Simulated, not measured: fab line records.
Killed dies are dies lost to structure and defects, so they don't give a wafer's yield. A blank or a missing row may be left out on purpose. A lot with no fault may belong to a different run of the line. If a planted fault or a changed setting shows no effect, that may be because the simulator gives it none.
Comparing a struck lot with a sound one / flow sky130 / 15 out of 708 route steps
Sound: wafers L960.1, L960.4, L960.5. The struck wafers were L973.1, L973.2, L973.5. The cause comes at the end.
Order at every step that has rows: each side's tool, ch and its chambers, its first start. Under that, the readings that differ: sound wafers / struck wafers / difference of the means / sigmas: that difference in standard deviations of wafers without a fault.
alike: readings whose means differ by less than 2 such deviations, and words and numbers that are the same on both sides. not compared: withheld readings, readings that some wafer has no value for, bounds like >300 that may hide the same value, and numbers for which the record gives no deviation and whose values overlap.
A row with sigmas, a row that says differs or no value, or rows on one side alone: a step with any of these is where the two part. Numbers that have no deviation but don't overlap get no sigmas and don't part them. Lack of a reading on every wafer of one side parts them only where that side has two or more wafers.

first, 5 steps without rows for these wafers: SKY_LDD_N_COAT_02 (resist thk 300 nm); SKY_LDD_N_SOFTBAKE_03 (time 60 s); SKY_LDD_N_EXPOSE_04 (exposes mask NTM, target cd 840 nm); SKY_LDD_N_PEB_05; SKY_LDD_N_DEVELOP_06 (develop time 60 s).
SKY_LDD_N_OVL_MEAS_07:
  struck on overlay-02, day 22 19:17; sound on overlay-01, day 18 04:26
reading=LDD_N_OVL (nm); sound=1.2 2.6 3.0; struck=-2.3 -2.8 0.6; difference=-3.8; sigmas=-3
then, 6 steps without rows for these wafers: SKY_LDD_N_IMPLANT_08; SKY_LDD_N_IMPLANT_09; SKY_LDD_N_IMPLANT_10; SKY_LDD_N_IMPLANT_11; SKY_LDD_N_IMPLANT_12; SKY_LDD_N_IMPLANT_13.
SKY_LDD_N_IMPLANT_14:
  sound on implanter-04 ch 0, day 18 05:22; struck on implanter-04 ch 0, day 22 20:14
reading=dose ions cm2; sound=4.991e+12 4.99e+12 4.996e+12; struck=7.443e+12 7.437e+12 7.439e+12; difference=+2.447e+12; sigmas=+99 or more
reading=faraday current uA; sound=27.8 27.7 27.3; struck=42.1 41.1 41.6; difference=+14.0; sigmas=+25
then, 1 step without rows for these wafers: SKY_LDD_N_IMPLANT_15.
-- record jumps: 26 days separate the struck wafers' starts on either side; left off in module LDD_N, taken up again in module PAD_OPEN, whose first shown step is the route's number 708 --
SKY_PAD_OPEN_PROBE_99:
  struck on prober-02, day 49 02:06; sound on prober-02, day 46 01:50
reading=model.etest.tip n.rs ohm sq; sound=445.6 442.3 440.1; struck=451.1 456 452.1; difference=+10.4; sigmas=
reading=model.etest.nfet_01v8_lvt.vt v (V); sound=0.6285 0.6317 0.6242; struck=0.613 0.6162 0.6225; difference=-0.011; sigmas=
reading=model.etest.nfet_01v8_swapped.vt v (V); sound=0.7187 0.7227 0.723; struck=0.7055 0.6995 0.7042; difference=-0.0184; sigmas=
reading=model.etest.nfet_01v8.vt v (V); sound=0.7186 0.7222 0.7234; struck=0.7043 0.6978 0.7026; difference=-0.0198; sigmas=
  alike: killed_at_M0_to_M3, killed_at_M4_up, killed at contacts, killed at front end, killed at other, killed dies, killed on rim, killed open, killed short
  not compared: model.etest.nfet_01v8_swapped.vt sat v

== WHERE THEY PART ==
At SKY_LDD_N_OVL_MEAS_07 first; at SKY_LDD_N_IMPLANT_14 last (within this record only). Later steps at which nothing parts them and some readings are alike: SKY_PAD_OPEN_PROBE_99.

WHY: whatever the simulator had introduced
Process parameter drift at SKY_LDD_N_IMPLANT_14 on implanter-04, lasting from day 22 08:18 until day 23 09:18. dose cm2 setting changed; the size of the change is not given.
